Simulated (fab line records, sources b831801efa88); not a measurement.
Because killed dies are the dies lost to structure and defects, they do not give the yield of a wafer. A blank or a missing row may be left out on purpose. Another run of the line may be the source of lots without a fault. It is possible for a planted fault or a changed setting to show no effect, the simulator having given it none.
Shared-tool check ; flow sky130 ; Sampled: 14 lots, 42 wafers

## THE REASON FOR OPENING IT
2 of 14 lots carry a flag on the reading SONOS_ONO_CVD_02_THK at SKY_SONOS_ONO_THK_MEAS_03. No-fault wafers: 10.51 nm, standard deviation 0.11.
Rule: a lot gets a flag if all its wafers with a number sit over 4 standard deviations from that mean, or if no wafer of it has a number. All remaining lots are regarded as sound.

lot;measured;on;SONOS_ONO_CVD_02_THK (nm), wafer by wafer;flag
L794;day 11 16:03;film_metro-04;10.41 10.37 10.34;
L796;day 12 08:04;film_metro-04;10.57 10.53 10.36;
L795;day 12 08:05;film_metro-03;10.67 10.62 10.54;
L797;day 12 16:53;film_metro-03;10.65 10.64 10.56;
L799;day 13 06:50;film_metro-01;10.52 10.50 10.49;
L800;day 13 12:46;film_metro-03;10.62 10.56 10.55;
L802;day 14 05:12;film_metro-01;10.52 10.53 10.59;
L804;day 14 18:55;film_metro-03;10.55 10.64 10.58;
L805;day 15 05:40;film_metro-01;15.80 15.82 15.88;FLAGGED
L806;day 15 19:58;film_metro-01;15.72 15.75 15.79;FLAGGED
L814;day 18 07:28;film_metro-01;10.47 10.50 10.35;
L815;day 18 17:15;film_metro-01;10.62 10.54 10.61;
L816;day 18 23:10;film_metro-04;10.40 10.42 10.20;
L817;day 19 06:58;film_metro-03;10.50 10.56 10.59;
The mean of the flagged lots' numbers is 15.79 nm, +5.28 nm from the usual (+48 standard deviations).

## TOOL THAT RAN EACH LOT
The record keeps 1 process step preceding the reading, out of 708 steps on the route. Each cell gives the tool, then ch followed by the chambers the sampled wafers passed through, then the start.
lot;flag;SKY_SONOS_ONO_CVD_02
L794;;lpcvd-02 ch 1, day 11 14:59
L796;;lpcvd-02 ch 1, day 12 07:01
L795;;lpcvd-02 ch 0, day 12 07:01
L797;;lpcvd-02 ch 1, day 12 15:50
L799;;lpcvd-02 ch 0, day 13 05:47
L800;;lpcvd-02 ch 1, day 13 11:43
L802;;lpcvd-02 ch 0, day 14 04:09
L804;;lpcvd-02 ch 1, day 14 17:50
L805;FLAGGED;lpcvd-02 ch 1, day 15 04:37
L806;FLAGGED;lpcvd-02 ch 1, day 15 18:22
L814;;lpcvd-02 ch 0, day 18 06:25
L815;;lpcvd-02 ch 1, day 18 16:12
L816;;lpcvd-02 ch 1, day 18 22:07
L817;;lpcvd-02 ch 1, day 19 05:22
These steps, and what they do:
- SKY_SONOS_ONO_CVD_02: deposits Si3N4 from DCS/NH3, target thk 10.5 nm, time 180 s.
- SKY_SONOS_ONO_THK_MEAS_03

## FLAGGED AGAINST TOTAL, ONE TOOL AT A TIME (gauges that did the reading follow at the end)
step;tool;lots run;flagged;share of the flagged lots;sound lots run after its first flagged lot
SKY_SONOS_ONO_CVD_02;lpcvd-02;14;2;all;4 (L814,L815,L816,L817)
SKY_SONOS_ONO_THK_MEAS_03;film_metro-01;6;2;all;2 (L814,L815)
SKY_SONOS_ONO_THK_MEAS_03;film_metro-03;5;0;none;-
SKY_SONOS_ONO_THK_MEAS_03;film_metro-04;3;0;none;-

## WHAT IS ALLOWED BY THE TABLE
Every flagged lot went through 2 rows of the table: lpcvd-02 at SKY_SONOS_ONO_CVD_02 and film_metro-01 at SKY_SONOS_ONO_THK_MEAS_03.
- lpcvd-02 at SKY_SONOS_ONO_CVD_02 ran 14 lots, 2 of them flagged. Sound lots followed the first flagged one (L814, L815, L816, L817) on it, something a lasting fault affecting the whole tool could not allow.
- film_metro-01 at SKY_SONOS_ONO_THK_MEAS_03 ran 6 lots, 2 of them flagged. Sound lots followed the first flagged one (L814, L815) on it, something a lasting fault affecting the whole tool could not allow.
Not one row of the table ran every flagged lot while running no sound lot after the first.

## WHAT THE SIMULATOR PUT IN
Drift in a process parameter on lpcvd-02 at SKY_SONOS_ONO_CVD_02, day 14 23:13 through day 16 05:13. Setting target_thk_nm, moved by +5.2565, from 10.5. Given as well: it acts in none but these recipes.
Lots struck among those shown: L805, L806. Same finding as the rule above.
